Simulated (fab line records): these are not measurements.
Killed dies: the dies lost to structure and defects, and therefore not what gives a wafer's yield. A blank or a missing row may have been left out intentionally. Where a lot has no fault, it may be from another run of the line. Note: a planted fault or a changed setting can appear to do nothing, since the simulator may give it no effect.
Which of the tools did it? / flow sky130 / 24 lots, 72 wafers sampled, at 5 steps of a route of 708

## WHAT THE GAUGES READ, wafer by wafer
SKY_SD_P_OVL_MEAS_08. Usual: SD_P_OVL 1.0 nm, standard deviation 1.3.
lot=L075; measured=day 26 04:52; on=overlay-01; SD_P_OVL (nm)=-1.2 -0.4 -0.4; flag=
lot=L074; measured=day 26 11:45; on=overlay-01; SD_P_OVL (nm)=-1.1 -1.1 0.6; flag=
lot=L076; measured=day 27 07:37; on=overlay-01; SD_P_OVL (nm)=1.8 3.1 1.0; flag=
lot=L077; measured=day 27 07:49; on=overlay-02; SD_P_OVL (nm)=-0.3 -1.9 -1.2; flag=
lot=L079; measured=day 27 14:36; on=overlay-01; SD_P_OVL (nm)=2.1 0.6 3.2; flag=
lot=L078; measured=day 27 21:26; on=overlay-02; SD_P_OVL (nm)=1.3 1.7 1.0; flag=
lot=L084; measured=day 30 03:01; on=overlay-02; SD_P_OVL (nm)=1.8 1.8 2.6; flag=
lot=L082; measured=day 30 05:35; on=overlay-01; SD_P_OVL (nm)=0.0 0.5 -0.4; flag=
lot=L081; measured=day 30 06:36; on=overlay-02; SD_P_OVL (nm)=0.7 2.1 1.9; flag=
lot=L085; measured=day 30 10:53; on=overlay-01; SD_P_OVL (nm)=3.2 1.8 2.0; flag=
lot=L087; measured=day 30 11:07; on=overlay-01; SD_P_OVL (nm)=1.1 0.8 -0.2; flag=
lot=L080; measured=day 30 11:26; on=overlay-01; SD_P_OVL (nm)=2.1 1.1 1.6; flag=
lot=L086; measured=day 30 12:37; on=overlay-02; SD_P_OVL (nm)=0.2 0.3 -0.8; flag=
lot=L088; measured=day 30 12:55; on=overlay-02; SD_P_OVL (nm)=0.7 0.9 1.0; flag=
lot=L083; measured=day 30 13:21; on=overlay-01; SD_P_OVL (nm)=2.2 2.3 2.6; flag=
lot=L089; measured=day 30 14:22; on=overlay-01; SD_P_OVL (nm)=4.0 3.7 2.7; flag=
lot=L090; measured=day 30 20:59; on=overlay-02; SD_P_OVL (nm)=1.2 1.2 1.0; flag=
lot=L091; measured=day 31 18:20; on=overlay-01; SD_P_OVL (nm)=1.2 3.0 1.0; flag=
lot=L092; measured=day 31 21:10; on=overlay-02; SD_P_OVL (nm)=-0.6 1.4 -0.7; flag=
lot=L093; measured=day 31 22:06; on=overlay-01; SD_P_OVL (nm)=0.8 -0.6 1.3; flag=
lot=L094; measured=day 32 01:08; on=overlay-02; SD_P_OVL (nm)=1.5 1.1 0.4; flag=
lot=L095; measured=day 32 09:31; on=overlay-01; SD_P_OVL (nm)=1.2 2.3 2.9; flag=
lot=L096; measured=day 32 20:10; on=overlay-01; SD_P_OVL (nm)=-0.2 1.3 1.4; flag=
lot=L097; measured=day 33 00:04; on=overlay-01; SD_P_OVL (nm)=0.5 0.8 0.5; flag=

SKY_SD_N_CD_MEAS_07 targets a cd of 380 nm. Usual: cdNm at 380.3 nm, with a standard deviation of 2.7.
lot=L075; measured=day 28 13:24; on=cdSem-01; cdNm (nm)=383.9 380.2 382.1; flag=
lot=L074; measured=day 28 20:38; on=cdSem-02; cdNm (nm)=380.7 379.5 378.2; flag=
lot=L076; measured=day 29 16:28; on=cdSem-01; cdNm (nm)=378.3 378.4 379.1; flag=
lot=L077; measured=day 29 16:39; on=cdSem-02; cdNm (nm)=379.3 382.4 380.1; flag=
lot=L079; measured=day 29 23:19; on=cdSem-01; cdNm (nm)=381.4 383.2 383.5; flag=
lot=L078; measured=day 30 06:07; on=cdSem-02; cdNm (nm)=385.9 381.3 382.1; flag=
lot=L084; measured=day 32 08:59; on=cdSem-01; cdNm (nm)=380.4 380.6 382.8; flag=
lot=L082; measured=day 32 11:38; on=cdSem-02; cdNm (nm)=384.8 381.8 379.7; flag=
lot=L081; measured=day 32 13:33; on=cdSem-02; cdNm (nm)=383.1 379.6 383.0; flag=
lot=L085; measured=day 32 15:58; on=cdSem-02; cdNm (nm)=382.1 381.8 380.6; flag=
lot=L087; measured=day 32 16:28; on=cdSem-02; cdNm (nm)=381.0 379.6 381.7; flag=
lot=L080; measured=day 32 17:26; on=cdSem-02; cdNm (nm)=377.0 376.7 379.1; flag=
lot=L086; measured=day 32 19:23; on=cdSem-02; cdNm (nm)=380.8 384.6 382.8; flag=
lot=L088; measured=day 32 19:59; on=cdSem-01; cdNm (nm)=381.6 382.7 381.3; flag=
lot=L083; measured=day 32 20:20; on=cdSem-01; cdNm (nm)=384.3 385.7 384.8; flag=
lot=L089; measured=day 32 20:27; on=cdSem-02; cdNm (nm)=381.7 383.0 382.6; flag=
lot=L090; measured=day 33 02:11; on=cdSem-01; cdNm (nm)=378.1 377.8 378.9; flag=
lot=L091; measured=day 33 23:24; on=cdSem-01; cdNm (nm)=378.4 377.9 379.4; flag=
lot=L092; measured=day 34 01:32; on=cdSem-01; cdNm (nm)=376.4 376.3 376.0; flag=
lot=L093; measured=day 34 02:02; on=cdSem-01; cdNm (nm)=372.7 374.1 373.4; flag=
lot=L094; measured=day 34 04:46; on=cdSem-01; cdNm (nm)=378.5 377.0 376.7; flag=
lot=L095; measured=day 34 13:09; on=cdSem-02; cdNm (nm)=383.4 384.1 383.5; flag=
lot=L096; measured=day 35 01:14; on=cdSem-01; cdNm (nm)=378.4 376.6 379.8; flag=
lot=L097; measured=day 35 05:03; on=cdSem-01; cdNm (nm)=381.4 381.2 379.4; flag=

SKY_CONTACT_OVL_MEAS_15. Usual: CONTACT_OVL 3 nm, standard deviation 6.2.
lot=L075; measured=day 32 05:46; on=overlay-02; CONTACT_OVL (nm)=-3 -3 2; flag=
lot=L074; measured=day 32 09:53; on=overlay-02; CONTACT_OVL (nm)=6 10 10; flag=
lot=L076; measured=day 33 05:45; on=overlay-02; CONTACT_OVL (nm)=1 -2 4; flag=
lot=L077; measured=day 33 06:06; on=overlay-01; CONTACT_OVL (nm)=7 -2 -7; flag=
lot=L079; measured=day 33 12:22; on=overlay-02; CONTACT_OVL (nm)=0 -2 5; flag=
lot=L078; measured=day 33 18:58; on=overlay-02; CONTACT_OVL (nm)=-5 -1 -2; flag=
lot=L084; measured=day 35 20:01; on=overlay-02; CONTACT_OVL (nm)=-4 -7 -2; flag=
lot=L082; measured=day 35 22:20; on=overlay-01; CONTACT_OVL (nm)=9 0 3; flag=
lot=L081; measured=day 36 00:02; on=overlay-01; CONTACT_OVL (nm)=-1 0 6; flag=
lot=L085; measured=day 36 03:19; on=overlay-01; CONTACT_OVL (nm)=2 4 12; flag=
lot=L087; measured=day 36 03:39; on=overlay-01; CONTACT_OVL (nm)=3 7 5; flag=
lot=L080; measured=day 36 05:16; on=overlay-01; CONTACT_OVL (nm)=16 8 7; flag=
lot=L086; measured=day 36 06:01; on=overlay-01; CONTACT_OVL (nm)=5 1 3; flag=
lot=L088; measured=day 36 07:55; on=overlay-02; CONTACT_OVL (nm)=-10 -3 -13; flag=
lot=L083; measured=day 36 08:16; on=overlay-02; CONTACT_OVL (nm)=6 -1 0; flag=
lot=L089; measured=day 36 08:51; on=overlay-02; CONTACT_OVL (nm)=0 3 8; flag=
lot=L090; measured=day 36 13:43; on=overlay-01; CONTACT_OVL (nm)=6 -5 -4; flag=
lot=L091; measured=day 37 10:46; on=overlay-01; CONTACT_OVL (nm)=8 9 -1; flag=
lot=L092; measured=day 37 13:33; on=overlay-01; CONTACT_OVL (nm)=-6 -1 -7; flag=
lot=L093; measured=day 37 13:48; on=overlay-01; CONTACT_OVL (nm)=-8 3 -5; flag=
lot=L094; measured=day 37 15:56; on=overlay-01; CONTACT_OVL (nm)=8 13 7; flag=
lot=L095; measured=day 37 23:52; on=overlay-01; CONTACT_OVL (nm)=13 15 15; flag=
lot=L096; measured=day 38 11:23; on=overlay-02; CONTACT_OVL (nm)=9 17 10; flag=
lot=L097; measured=day 38 15:16; on=overlay-02; CONTACT_OVL (nm)=11 7 9; flag=

SKY_VIA1_OVL_MEAS_13. Usual: VIA1_OVL 0 nm, standard deviation 4.8.
lot=L075; measured=day 34 11:49; on=overlay-01; VIA1_OVL (nm)=-3 6 -1; flag=
lot=L074; measured=day 34 17:39; on=overlay-02; VIA1_OVL (nm)=-4 -9 1; flag=
lot=L076; measured=day 35 13:19; on=overlay-01; VIA1_OVL (nm)=-8 -11 -9; flag=
lot=L077; measured=day 35 13:35; on=overlay-02; VIA1_OVL (nm)=-6 -6 -6; flag=
lot=L079; measured=day 35 18:51; on=overlay-01; VIA1_OVL (nm)=6 7 6; flag=
lot=L078; measured=day 36 02:51; on=overlay-01; VIA1_OVL (nm)=2 -2 -1; flag=
lot=L084; measured=day 38 02:18; on=overlay-02; VIA1_OVL (nm)=-8 0 -3; flag=
lot=L082; measured=day 38 05:14; on=overlay-02; VIA1_OVL (nm)=4 0 3; flag=
lot=L081; measured=day 38 07:39; on=overlay-01; VIA1_OVL (nm)=3 -1 0; flag=
lot=L085; measured=day 38 10:28; on=overlay-01; VIA1_OVL (nm)=-3 0 3; flag=
lot=L087; measured=day 38 10:43; on=overlay-02; VIA1_OVL (nm)=0 0 1; flag=
lot=L080; measured=day 38 11:44; on=overlay-01; VIA1_OVL (nm)=1 0 -1; flag=
lot=L086; measured=day 38 13:31; on=overlay-02; VIA1_OVL (nm)=6 5 5; flag=
lot=L088; measured=day 38 14:16; on=overlay-01; VIA1_OVL (nm)=3 4 4; flag=
lot=L083; measured=day 38 14:55; on=overlay-01; VIA1_OVL (nm)=-1 3 2; flag=
lot=L089; measured=day 38 15:45; on=overlay-02; VIA1_OVL (nm)=-5 -3 -1; flag=
lot=L090; measured=day 38 20:43; on=overlay-01; VIA1_OVL (nm)=4 -4 -3; flag=
lot=L091; measured=day 39 16:13; on=overlay-02; VIA1_OVL (nm)=-1 -8 0; flag=
lot=L092; measured=day 39 19:16; on=overlay-01; VIA1_OVL (nm)=-2 -2 -1; flag=
lot=L093; measured=day 39 19:42; on=overlay-01; VIA1_OVL (nm)=-2 -1 -3; flag=
lot=L094; measured=day 39 20:43; on=overlay-02; VIA1_OVL (nm)=-5 -6 -7; flag=
lot=L095; measured=day 40 04:18; on=overlay-02; VIA1_OVL (nm)=1 1 4; flag=
lot=L096; measured=day 40 15:56; on=overlay-02; VIA1_OVL (nm)=12 10 7; flag=
lot=L097; measured=day 40 20:06; on=overlay-02; VIA1_OVL (nm)=2 1 -2; flag=

## TOOL THAT RAN EACH LOT (tool first, then ch and the chambers of the sampled wafers, then the start)
lot=L075; SKY_LOCAL_INTERCONNECT_STRIP_15=plasmaAsher-04 ch 0,1, day 31 01:22
lot=L074; SKY_LOCAL_INTERCONNECT_STRIP_15=plasmaAsher-02 ch 0,1, day 31 06:40
lot=L076; SKY_LOCAL_INTERCONNECT_STRIP_15=plasmaAsher-01 ch 0,1, day 32 02:34
lot=L077; SKY_LOCAL_INTERCONNECT_STRIP_15=plasmaAsher-04 ch 0,1, day 32 02:49
lot=L079; SKY_LOCAL_INTERCONNECT_STRIP_15=plasmaAsher-01 ch 1, day 32 09:35
lot=L078; SKY_LOCAL_INTERCONNECT_STRIP_15=plasmaAsher-01 ch 0,1, day 32 15:34
lot=L084; SKY_LOCAL_INTERCONNECT_STRIP_15=plasmaAsher-01 ch 0,1, day 34 16:38
lot=L082; SKY_LOCAL_INTERCONNECT_STRIP_15=plasmaAsher-04 ch 0,1, day 34 18:47
lot=L081; SKY_LOCAL_INTERCONNECT_STRIP_15=plasmaAsher-02 ch 0,1, day 34 20:55
lot=L085; SKY_LOCAL_INTERCONNECT_STRIP_15=plasmaAsher-01 ch 0,1, day 34 23:39
lot=L087; SKY_LOCAL_INTERCONNECT_STRIP_15=plasmaAsher-02 ch 0,1, day 35 00:19
lot=L080; SKY_LOCAL_INTERCONNECT_STRIP_15=plasmaAsher-02 ch 0,1, day 35 01:37
lot=L086; SKY_LOCAL_INTERCONNECT_STRIP_15=plasmaAsher-04 ch 0,1, day 35 02:23
lot=L088; SKY_LOCAL_INTERCONNECT_STRIP_15=plasmaAsher-02 ch 0,1, day 35 04:29
lot=L083; SKY_LOCAL_INTERCONNECT_STRIP_15=plasmaAsher-04 ch 1, day 35 05:19
lot=L089; SKY_LOCAL_INTERCONNECT_STRIP_15=plasmaAsher-01 ch 0,1, day 35 05:34
lot=L090; SKY_LOCAL_INTERCONNECT_STRIP_15=plasmaAsher-04 ch 0, day 35 10:02
lot=L091; SKY_LOCAL_INTERCONNECT_STRIP_15=plasmaAsher-01 ch 0,1, day 36 07:50
lot=L092; SKY_LOCAL_INTERCONNECT_STRIP_15=plasmaAsher-02 ch 0,1, day 36 09:55
lot=L093; SKY_LOCAL_INTERCONNECT_STRIP_15=plasmaAsher-01 ch 0,1, day 36 10:23
lot=L094; SKY_LOCAL_INTERCONNECT_STRIP_15=plasmaAsher-02 ch 0,1, day 36 12:52
lot=L095; SKY_LOCAL_INTERCONNECT_STRIP_15=plasmaAsher-04 ch 0,1, day 36 20:40
lot=L096; SKY_LOCAL_INTERCONNECT_STRIP_15=plasmaAsher-02 ch 0,1, day 37 08:26
lot=L097; SKY_LOCAL_INTERCONNECT_STRIP_15=plasmaAsher-02 ch 0,1, day 37 12:46
- SKY_LOCAL_INTERCONNECT_STRIP_15: strips in O2/N2.

## WHAT THE TOOLS THEMSELVES READ (means of the sampled wafers that have a number; where no wafer has one, the mark that the record gives instead)
SKY_LOCAL_INTERCONNECT_STRIP_15. Usual: drypumpMotorCurrentA 5.5 A, standard deviation 0.5; oesProductAu 0.426 a.u., standard deviation 0.0049; stripTimeToEndpointS 4.708 s, standard deviation 0.024.
lot=L075; tool=plasmaAsher-04; drypumpMotorCurrentA (A)=5.7; oesProductAu (a.u.)=0.425; stripTimeToEndpointS (s)=4.722; flag=
lot=L074; tool=plasmaAsher-02; drypumpMotorCurrentA (A)=4.9; oesProductAu (a.u.)=0.429; stripTimeToEndpointS (s)=4.687; flag=
lot=L076; tool=plasmaAsher-01; drypumpMotorCurrentA (A)=5.8; oesProductAu (a.u.)=0.428; stripTimeToEndpointS (s)=4.721; flag=
lot=L077; tool=plasmaAsher-04; drypumpMotorCurrentA (A)=6.0; oesProductAu (a.u.)=0.427; stripTimeToEndpointS (s)=4.693; flag=
lot=L079; tool=plasmaAsher-01; drypumpMotorCurrentA (A)=6.0; oesProductAu (a.u.)=0.423; stripTimeToEndpointS (s)=4.717; flag=
lot=L078; tool=plasmaAsher-01; drypumpMotorCurrentA (A)=5.9; oesProductAu (a.u.)=0.428; stripTimeToEndpointS (s)=4.697; flag=
lot=L084; tool=plasmaAsher-01; drypumpMotorCurrentA (A)=5.7; oesProductAu (a.u.)=0.423; stripTimeToEndpointS (s)=4.726; flag=
lot=L082; tool=plasmaAsher-04; drypumpMotorCurrentA (A)=6.0; oesProductAu (a.u.)=0.419; stripTimeToEndpointS (s)=4.686; flag=
lot=L081; tool=plasmaAsher-02; drypumpMotorCurrentA (A)=4.9; oesProductAu (a.u.)=0.425; stripTimeToEndpointS (s)=4.685; flag=
lot=L085; tool=plasmaAsher-01; drypumpMotorCurrentA (A)=5.7; oesProductAu (a.u.)=0.423; stripTimeToEndpointS (s)=4.703; flag=
lot=L087; tool=plasmaAsher-02; drypumpMotorCurrentA (A)=5.0; oesProductAu (a.u.)=0.423; stripTimeToEndpointS (s)=4.708; flag=
lot=L080; tool=plasmaAsher-02; drypumpMotorCurrentA (A)=5.1; oesProductAu (a.u.)=0.422; stripTimeToEndpointS (s)=4.721; flag=
lot=L086; tool=plasmaAsher-04; drypumpMotorCurrentA (A)=6.0; oesProductAu (a.u.)=0.429; stripTimeToEndpointS (s)=4.718; flag=
lot=L088; tool=plasmaAsher-02; drypumpMotorCurrentA (A)=5.0; oesProductAu (a.u.)=0.428; stripTimeToEndpointS (s)=4.689; flag=
lot=L083; tool=plasmaAsher-04; drypumpMotorCurrentA (A)=5.5; oesProductAu (a.u.)=0.427; stripTimeToEndpointS (s)=4.724; flag=
lot=L089; tool=plasmaAsher-01; drypumpMotorCurrentA (A)=5.9; oesProductAu (a.u.)=0.422; stripTimeToEndpointS (s)=4.699; flag=
lot=L090; tool=plasmaAsher-04; drypumpMotorCurrentA (A)=6.2; oesProductAu (a.u.)=0.428; stripTimeToEndpointS (s)=4.679; flag=
lot=L091; tool=plasmaAsher-01; drypumpMotorCurrentA (A)=5.7; oesProductAu (a.u.)=0.429; stripTimeToEndpointS (s)=4.707; flag=
lot=L092; tool=plasmaAsher-02; drypumpMotorCurrentA (A)=4.9; oesProductAu (a.u.)=0.429; stripTimeToEndpointS (s)=4.680; flag=
lot=L093; tool=plasmaAsher-01; drypumpMotorCurrentA (A)=5.9; oesProductAu (a.u.)=0.428; stripTimeToEndpointS (s)=4.728; flag=
lot=L094; tool=plasmaAsher-02; drypumpMotorCurrentA (A)=4.9; oesProductAu (a.u.)=0.427; stripTimeToEndpointS (s)=4.716; flag=
lot=L095; tool=plasmaAsher-04; drypumpMotorCurrentA (A)=5.8; oesProductAu (a.u.)=0.424; stripTimeToEndpointS (s)=4.739; flag=
lot=L096; tool=plasmaAsher-02; drypumpMotorCurrentA (A)=5.1; oesProductAu (a.u.)=0.429; stripTimeToEndpointS (s)=4.697; flag=
lot=L097; tool=plasmaAsher-02; drypumpMotorCurrentA (A)=4.9; oesProductAu (a.u.)=0.423; stripTimeToEndpointS (s)=4.697; flag=

## THE ANSWER, worked out from the rows above alone
Rule: take the mean of a lot's wafers that have a number; if it is more than 3 standard deviations from the usual mean, the lot is off. A lot without any number at a reading at which 4 lots or more have one is off too. Where the step has rows for the other lots, those lots are counted as sound. The gauges are gone through in route order, then the tools' own readings, and for those a lot's mean is taken as printed above. At the first step where some lot is off, the reading lying furthest off is the one used; lots without a number count as furthest.
No lot is off at any reading shown: from this, nothing can be told.

## WHAT THE SIMULATOR HAD INSERTED
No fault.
